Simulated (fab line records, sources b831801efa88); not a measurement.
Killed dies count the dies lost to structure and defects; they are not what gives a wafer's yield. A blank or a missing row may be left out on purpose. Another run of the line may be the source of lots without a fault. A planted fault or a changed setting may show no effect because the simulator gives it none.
Which tool did it?	flow gf180mcu	7 lots with 21 wafers sampled at 2 steps, on a route of 602 steps

== WHAT THE GAUGES SHOWED, per wafer ==
GF_HV_LDD_TW_MEAS_50.
lot	measured	on	HV_LDD_4_TW
L830	day 13 12:08	film_metro-01	570 570 572
L832	day 14 10:27	film_metro-01	567 569 568
L835	day 16 00:27	film_metro-01	572 571 570
L837	day 16 21:54	film_metro-01	30 30 30
L845	day 18 18:15	film_metro-04	565 565 568
L847	day 19 08:25	film_metro-01	570 573 575
L849	day 20 01:16	film_metro-03	559 558 558

== WHAT TOOL EACH LOT RAN ON (gives the tool, then ch and the chambers of the sampled wafers, and finally the start) ==
lot	GF_HV_LDD_IMPLANT_48
L830	implanter-01 ch 0, day 13 11:55
L832	implanter-03 ch 0, day 14 10:12
L835	implanter-03 ch 0, day 16 00:12
L837	implanter-02, day 16 21:39
L845	implanter-02 ch 0, day 18 18:00
L847	implanter-03 ch 0, day 19 08:10
L849	implanter-02 ch 0, day 20 01:01
- GF_HV_LDD_IMPLANT_48

== THE ANSWER, worked out from the rows above alone ==
Rule: what is usual is taken from the lots themselves. The widest of any qualifying gaps counts: lots, ordered by their means at a reading, are off when they make up no more than a third of the lots, leave a main group of 4 or more, and stand apart from it by 3 or more times the standard deviation of that group's means. Not used: any main group whose means are identical at the precision the tables above print for the reading. A lot without any number at a reading at which 4 lots or more have one is off too. Any other lot the step has rows for is counted as sound.
Off: L837, seen at GF_HV_LDD_TW_MEAS_50 (HV_LDD_4_TW). Main group: mean 568, sd 4.7.
A tool fits if, at a process step before that reading, it ran every lot that is off, and no sound lot after the first of them. Those tools and the gauges at GF_HV_LDD_TW_MEAS_50 are tried in the same way. No candidate that was tried fits.

== WHAT WAS PUT IN BY THE SIMULATOR ==
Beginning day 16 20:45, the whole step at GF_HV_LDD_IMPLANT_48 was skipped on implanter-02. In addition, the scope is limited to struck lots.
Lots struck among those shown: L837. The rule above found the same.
